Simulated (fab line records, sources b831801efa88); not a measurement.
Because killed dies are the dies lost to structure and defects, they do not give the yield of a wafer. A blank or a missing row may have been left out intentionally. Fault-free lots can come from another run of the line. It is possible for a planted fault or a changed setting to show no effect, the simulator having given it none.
Which tool is to blame? || flow gf180mcu || 15 lots with 45 wafers sampled at 6 steps, on a route of 602 steps

## WHAT THE GAUGES SHOWED, per wafer
GF_HV_LDD_TW_MEAS_38.
{"lot": "L716", "measured": "day 11 11:02", "on": "film_metro-03", "HV_LDD_3_TW": "1443 1445 1446"}
{"lot": "L717", "measured": "day 11 23:37", "on": "film_metro-01", "HV_LDD_3_TW": "1425 1425 1425"}
{"lot": "L719", "measured": "day 12 06:46", "on": "film_metro-03", "HV_LDD_3_TW": "1459 1460 1462"}
{"lot": "L720", "measured": "day 13 00:23", "on": "film_metro-03", "HV_LDD_3_TW": "1456 1459 1441"}
{"lot": "L723", "measured": "day 13 14:59", "on": "film_metro-01", "HV_LDD_3_TW": "1432 1428 1420"}
{"lot": "L725", "measured": "day 14 13:32", "on": "film_metro-01", "HV_LDD_3_TW": "1304 1295 1307"}
{"lot": "L726", "measured": "day 14 13:55", "on": "film_metro-04", "HV_LDD_3_TW": "1301 1306 1311"}
{"lot": "L727", "measured": "day 14 18:53", "on": "film_metro-04", "HV_LDD_3_TW": "1302 1302 1305"}
{"lot": "L729", "measured": "day 15 16:46", "on": "film_metro-04", "HV_LDD_3_TW": "1428 1425 1427"}
{"lot": "L731", "measured": "day 16 05:07", "on": "film_metro-03", "HV_LDD_3_TW": "1453 1445 1451"}
{"lot": "L734", "measured": "day 17 12:19", "on": "film_metro-04", "HV_LDD_3_TW": "1417 1421 1427"}
{"lot": "L735", "measured": "day 17 16:59", "on": "film_metro-01", "HV_LDD_3_TW": "1427 1430 1427"}
{"lot": "L736", "measured": "day 18 10:36", "on": "film_metro-03", "HV_LDD_3_TW": "1455 1459 1456"}
{"lot": "L737", "measured": "day 19 02:32", "on": "film_metro-04", "HV_LDD_3_TW": "1427 1425 1433"}
{"lot": "L739", "measured": "day 19 08:41", "on": "film_metro-04", "HV_LDD_3_TW": "1433 1434 1437"}

GF_HV_LDD_RS_MEAS_53: measures by four-point-probe.
{"lot": "L716", "measured": "day 12 05:52", "on": "film_metro-01", "HV_LDD_RS (ohm/sq)": "418.7 420.7 418.8"}
{"lot": "L717", "measured": "day 12 18:28", "on": "film_metro-03", "HV_LDD_RS (ohm/sq)": "420.3 419.7 419.1"}
{"lot": "L719", "measured": "day 13 03:05", "on": "film_metro-04", "HV_LDD_RS (ohm/sq)": "420.7 418.9 420.6"}
{"lot": "L720", "measured": "day 13 20:51", "on": "film_metro-03", "HV_LDD_RS (ohm/sq)": "421.4 420.2 420.7"}
{"lot": "L723", "measured": "day 14 11:56", "on": "film_metro-01", "HV_LDD_RS (ohm/sq)": "418.3 419.2 420.0"}
{"lot": "L725", "measured": "day 15 10:31", "on": "film_metro-03", "HV_LDD_RS (ohm/sq)": "439.3 440.4 440.3"}
{"lot": "L726", "measured": "day 15 11:28", "on": "film_metro-04", "HV_LDD_RS (ohm/sq)": "441.8 441.7 441.2"}
{"lot": "L727", "measured": "day 15 16:45", "on": "film_metro-01", "HV_LDD_RS (ohm/sq)": "440.1 441.7 440.7"}
{"lot": "L729", "measured": "day 16 15:22", "on": "film_metro-04", "HV_LDD_RS (ohm/sq)": "421.0 420.4 421.0"}
{"lot": "L731", "measured": "day 17 03:46", "on": "film_metro-04", "HV_LDD_RS (ohm/sq)": "418.0 418.6 417.9"}
{"lot": "L734", "measured": "day 18 12:10", "on": "film_metro-04", "HV_LDD_RS (ohm/sq)": "420.1 419.9 421.1"}
{"lot": "L735", "measured": "day 18 16:38", "on": "film_metro-01", "HV_LDD_RS (ohm/sq)": "418.8 418.7 419.1"}
{"lot": "L736", "measured": "day 19 10:43", "on": "film_metro-03", "HV_LDD_RS (ohm/sq)": "421.2 421.5 420.8"}
{"lot": "L737", "measured": "day 20 02:31", "on": "film_metro-03", "HV_LDD_RS (ohm/sq)": "419.2 420.5 420.7"}
{"lot": "L739", "measured": "day 20 09:34", "on": "film_metro-01", "HV_LDD_RS (ohm/sq)": "419.7 420.4 419.3"}

GF_HV_LDD_THK_MEAS_55.
{"lot": "L716", "measured": "day 12 10:22", "on": "film_metro-03", "HV_LDD_CVD_54_THK (nm)": "10.23 10.16 10.16"}
{"lot": "L717", "measured": "day 12 19:35", "on": "film_metro-01", "HV_LDD_CVD_54_THK (nm)": "9.90 10.03 10.15"}
{"lot": "L719", "measured": "day 13 04:13", "on": "film_metro-03", "HV_LDD_CVD_54_THK (nm)": "10.10 10.16 10.13"}
{"lot": "L720", "measured": "day 13 21:59", "on": "film_metro-03", "HV_LDD_CVD_54_THK (nm)": "10.07 10.29 10.02"}
{"lot": "L723", "measured": "day 14 13:04", "on": "film_metro-03", "HV_LDD_CVD_54_THK (nm)": "10.04 10.10 10.28"}
{"lot": "L725", "measured": "day 15 11:39", "on": "film_metro-01", "HV_LDD_CVD_54_THK (nm)": "9.67 9.85 9.79"}
{"lot": "L726", "measured": "day 15 12:42", "on": "film_metro-04", "HV_LDD_CVD_54_THK (nm)": "10.09 10.13 10.04"}
{"lot": "L727", "measured": "day 15 17:54", "on": "film_metro-01", "HV_LDD_CVD_54_THK (nm)": "10.18 10.45 10.23"}
{"lot": "L729", "measured": "day 16 16:30", "on": "film_metro-01", "HV_LDD_CVD_54_THK (nm)": "10.18 10.12 10.08"}
{"lot": "L731", "measured": "day 17 04:54", "on": "film_metro-04", "HV_LDD_CVD_54_THK (nm)": "9.98 9.97 9.89"}
{"lot": "L734", "measured": "day 18 13:17", "on": "film_metro-01", "HV_LDD_CVD_54_THK (nm)": "10.24 10.30 10.16"}
{"lot": "L735", "measured": "day 18 17:46", "on": "film_metro-04", "HV_LDD_CVD_54_THK (nm)": "10.09 9.99 9.94"}
{"lot": "L736", "measured": "day 19 12:28", "on": "film_metro-03", "HV_LDD_CVD_54_THK (nm)": "10.09 10.09 10.11"}
{"lot": "L737", "measured": "day 20 03:39", "on": "film_metro-01", "HV_LDD_CVD_54_THK (nm)": "10.00 9.98 9.93"}
{"lot": "L739", "measured": "day 20 10:42", "on": "film_metro-04", "HV_LDD_CVD_54_THK (nm)": "9.80 9.97 10.06"}

GF_M1_RS_MEAS_05: measures by four-point-probe.
{"lot": "L716", "measured": "day 16 07:22", "on": "film_metro-02", "M1_ALCU_RS (ohm/sq)": "0.0695 0.0690 0.0696"}
{"lot": "L717", "measured": "day 16 14:28", "on": "film_metro-01", "M1_ALCU_RS (ohm/sq)": "0.0680 0.0683 0.0687"}
{"lot": "L719", "measured": "day 17 01:14", "on": "film_metro-02", "M1_ALCU_RS (ohm/sq)": "0.0700 0.0698 0.0699"}
{"lot": "L720", "measured": "day 17 18:02", "on": "film_metro-03", "M1_ALCU_RS (ohm/sq)": "0.0690 0.0693 0.0696"}
{"lot": "L723", "measured": "day 18 11:23", "on": "film_metro-01", "M1_ALCU_RS (ohm/sq)": "0.0698 0.0700 0.0706"}
{"lot": "L729", "measured": "day 20 20:35", "on": "film_metro-01", "M1_ALCU_RS (ohm/sq)": "0.0688 0.0700 0.0696"}
{"lot": "L731", "measured": "day 21 09:51", "on": "film_metro-03", "M1_ALCU_RS (ohm/sq)": "0.0691 0.0696 0.0692"}
{"lot": "L734", "measured": "day 22 17:10", "on": "film_metro-02", "M1_ALCU_RS (ohm/sq)": "0.0717 0.0716 0.0715"}
{"lot": "L735", "measured": "day 22 21:41", "on": "film_metro-03", "M1_ALCU_RS (ohm/sq)": "0.0684 0.0687 0.0692"}
{"lot": "L736", "measured": "day 23 15:04", "on": "film_metro-02", "M1_ALCU_RS (ohm/sq)": "0.0696 0.0695 0.0690"}
{"lot": "L737", "measured": "day 24 04:52", "on": "film_metro-02", "M1_ALCU_RS (ohm/sq)": "0.0697 0.0699 0.0695"}
{"lot": "L739", "measured": "day 24 11:04", "on": "film_metro-02", "M1_ALCU_RS (ohm/sq)": "0.0693 0.0702 0.0701"}

## WHICH TOOL RAN EACH LOT (tool, then ch and the chambers of the sampled wafers, then the start)
{"lot": "L716", "GF_HV_LDD_IMPLANT_36": "implanter-03 ch 0, day 11 10:47", "GF_SALICIDE_RTA_06": "rtp_anneal-02 ch 0, day 15 06:55"}
{"lot": "L717", "GF_HV_LDD_IMPLANT_36": "implanter-03 ch 0, day 11 23:22", "GF_SALICIDE_RTA_06": "rtp_anneal-02 ch 0, day 15 13:19"}
{"lot": "L719", "GF_HV_LDD_IMPLANT_36": "implanter-03 ch 0, day 12 06:31", "GF_SALICIDE_RTA_06": "rtp_anneal-02 ch 0, day 16 00:26"}
{"lot": "L720", "GF_HV_LDD_IMPLANT_36": "implanter-01 ch 0, day 13 00:10", "GF_SALICIDE_RTA_06": "rtp_anneal-02 ch 0, day 16 16:40"}
{"lot": "L723", "GF_HV_LDD_IMPLANT_36": "implanter-03 ch 0, day 13 14:44", "GF_SALICIDE_RTA_06": "rtp_anneal-01 ch 0, day 17 09:52"}
{"lot": "L725", "GF_HV_LDD_IMPLANT_36": "implanter-03, day 14 13:17", "GF_SALICIDE_RTA_06": "-"}
{"lot": "L726", "GF_HV_LDD_IMPLANT_36": "implanter-02, day 14 13:40", "GF_SALICIDE_RTA_06": "-"}
{"lot": "L727", "GF_HV_LDD_IMPLANT_36": "implanter-01, day 14 18:38", "GF_SALICIDE_RTA_06": "-"}
{"lot": "L729", "GF_HV_LDD_IMPLANT_36": "implanter-01 ch 0, day 15 16:28", "GF_SALICIDE_RTA_06": "rtp_anneal-01 ch 0, day 19 18:05"}
{"lot": "L731", "GF_HV_LDD_IMPLANT_36": "implanter-01 ch 0, day 16 04:52", "GF_SALICIDE_RTA_06": "rtp_anneal-02 ch 0, day 20 07:27"}
{"lot": "L734", "GF_HV_LDD_IMPLANT_36": "implanter-01 ch 0, day 17 12:07", "GF_SALICIDE_RTA_06": "rtp_anneal-01 ch 0, day 21 15:42"}
{"lot": "L735", "GF_HV_LDD_IMPLANT_36": "implanter-01 ch 0, day 17 16:45", "GF_SALICIDE_RTA_06": "rtp_anneal-02 ch 0, day 21 20:19"}
{"lot": "L736", "GF_HV_LDD_IMPLANT_36": "implanter-02 ch 0, day 18 10:21", "GF_SALICIDE_RTA_06": "rtp_anneal-01 ch 0, day 22 14:10"}
{"lot": "L737", "GF_HV_LDD_IMPLANT_36": "implanter-02 ch 0, day 19 02:17", "GF_SALICIDE_RTA_06": "rtp_anneal-02 ch 0, day 23 04:03"}
{"lot": "L739", "GF_HV_LDD_IMPLANT_36": "implanter-02 ch 0, day 19 08:26", "GF_SALICIDE_RTA_06": "rtp_anneal-01 ch 0, day 23 11:07"}
- GF_HV_LDD_IMPLANT_36
- GF_SALICIDE_RTA_06: time 30 s.

## WHAT THE TOOLS THEMSELVES READ (means of the sampled wafers that have a number; where no wafer has one, the mark that the record gives instead)
GF_HV_LDD_IMPLANT_36.
{"lot": "L716", "tool": "implanter-03", "beam_energy_keV": 60.000, "beam_on_s (s)": 10.15, "faraday_current_uA": 41.6}
{"lot": "L717", "tool": "implanter-03", "beam_energy_keV": 59.994, "beam_on_s (s)": 10.17, "faraday_current_uA": 41.6}
{"lot": "L719", "tool": "implanter-03", "beam_energy_keV": 60.009, "beam_on_s (s)": 9.80, "faraday_current_uA": 43.1}
{"lot": "L720", "tool": "implanter-01", "beam_energy_keV": 59.989, "beam_on_s (s)": 9.91, "faraday_current_uA": 42.7}
{"lot": "L723", "tool": "implanter-03", "beam_energy_keV": 60.021, "beam_on_s (s)": 10.24, "faraday_current_uA": 41.2}
{"lot": "L725", "tool": "implanter-03", "beam_energy_keV": "-", "beam_on_s (s)": "-", "faraday_current_uA": "-"}
{"lot": "L726", "tool": "implanter-02", "beam_energy_keV": "-", "beam_on_s (s)": "-", "faraday_current_uA": "-"}
{"lot": "L727", "tool": "implanter-01", "beam_energy_keV": "-", "beam_on_s (s)": "-", "faraday_current_uA": "-"}
{"lot": "L729", "tool": "implanter-01", "beam_energy_keV": 59.979, "beam_on_s (s)": 9.91, "faraday_current_uA": 42.7}
{"lot": "L731", "tool": "implanter-01", "beam_energy_keV": 59.995, "beam_on_s (s)": 10.13, "faraday_current_uA": 41.9}
{"lot": "L734", "tool": "implanter-01", "beam_energy_keV": 60.008, "beam_on_s (s)": 9.99, "faraday_current_uA": 42.4}
{"lot": "L735", "tool": "implanter-01", "beam_energy_keV": 59.982, "beam_on_s (s)": 9.93, "faraday_current_uA": 42.5}
{"lot": "L736", "tool": "implanter-02", "beam_energy_keV": 60.016, "beam_on_s (s)": 10.06, "faraday_current_uA": 42.0}
{"lot": "L737", "tool": "implanter-02", "beam_energy_keV": 60.021, "beam_on_s (s)": 9.90, "faraday_current_uA": 42.7}
{"lot": "L739", "tool": "implanter-02", "beam_energy_keV": 59.990, "beam_on_s (s)": 10.07, "faraday_current_uA": 41.9}

GF_SALICIDE_RTA_06.
{"lot": "L716", "tool": "rtp_anneal-02", "anneal_temp_c_max": 532.5, "lamp_power_pct (%)": 5.83, "wafer_temp_C_max": 533.4}
{"lot": "L717", "tool": "rtp_anneal-02", "anneal_temp_c_max": 532.6, "lamp_power_pct (%)": 5.83, "wafer_temp_C_max": 532.8}
{"lot": "L719", "tool": "rtp_anneal-02", "anneal_temp_c_max": 532.8, "lamp_power_pct (%)": 5.83, "wafer_temp_C_max": 534.5}
{"lot": "L720", "tool": "rtp_anneal-02", "anneal_temp_c_max": 532.7, "lamp_power_pct (%)": 5.83, "wafer_temp_C_max": 533.6}
{"lot": "L723", "tool": "rtp_anneal-01", "anneal_temp_c_max": 532.0, "lamp_power_pct (%)": 6.26, "wafer_temp_C_max": 533.4}
{"lot": "L729", "tool": "rtp_anneal-01", "anneal_temp_c_max": 532.7, "lamp_power_pct (%)": 6.26, "wafer_temp_C_max": 532.8}
{"lot": "L731", "tool": "rtp_anneal-02", "anneal_temp_c_max": 532.8, "lamp_power_pct (%)": 5.83, "wafer_temp_C_max": 533.3}
{"lot": "L734", "tool": "rtp_anneal-01", "anneal_temp_c_max": 532.7, "lamp_power_pct (%)": 6.27, "wafer_temp_C_max": 532.5}
{"lot": "L735", "tool": "rtp_anneal-02", "anneal_temp_c_max": 532.4, "lamp_power_pct (%)": 5.83, "wafer_temp_C_max": 533.6}
{"lot": "L736", "tool": "rtp_anneal-01", "anneal_temp_c_max": 533.2, "lamp_power_pct (%)": 6.26, "wafer_temp_C_max": 532.7}
{"lot": "L737", "tool": "rtp_anneal-02", "anneal_temp_c_max": 533.1, "lamp_power_pct (%)": 5.83, "wafer_temp_C_max": 534.5}
{"lot": "L739", "tool": "rtp_anneal-01", "anneal_temp_c_max": 532.9, "lamp_power_pct (%)": 6.26, "wafer_temp_C_max": 533.2}

## THE ANSWER, worked out from the rows above alone
Rule: usual is defined by the lots themselves. The widest of any qualifying gaps counts: lots, ordered by their means at a reading, are off when they make up no more than a third of the lots, leave a main group of 4 or more, and stand apart from it by 3 or more times the standard deviation of that group's means. Not used: any main group whose means are identical at the precision the tables above print for the reading. A lot without any number at a reading at which 4 lots or more have one is off too. The other lots that the step has rows for count as sound. First the gauges in route order, then the tools' own readings, where a lot's mean is used as printed above. The first step at which some lot is off is used, and at that step the reading that is off furthest; a lot without a number counts as furthest.
Off: L725, L726, L727, at GF_HV_LDD_TW_MEAS_38 (HV_LDD_3_TW). The main group: mean 1438, standard deviation 13.
A tool fits if, at a process step before that reading, it ran every lot that is off, and no sound lot after the first of them. Not tried: the gauges at GF_HV_LDD_TW_MEAS_38; whatever is off there is also off at GF_HV_LDD_IMPLANT_36, on other tools, and gauge error can't account for it. Not one of the candidates tried fits.

## WHAT HAD BEEN PUT IN BY THE SIMULATOR
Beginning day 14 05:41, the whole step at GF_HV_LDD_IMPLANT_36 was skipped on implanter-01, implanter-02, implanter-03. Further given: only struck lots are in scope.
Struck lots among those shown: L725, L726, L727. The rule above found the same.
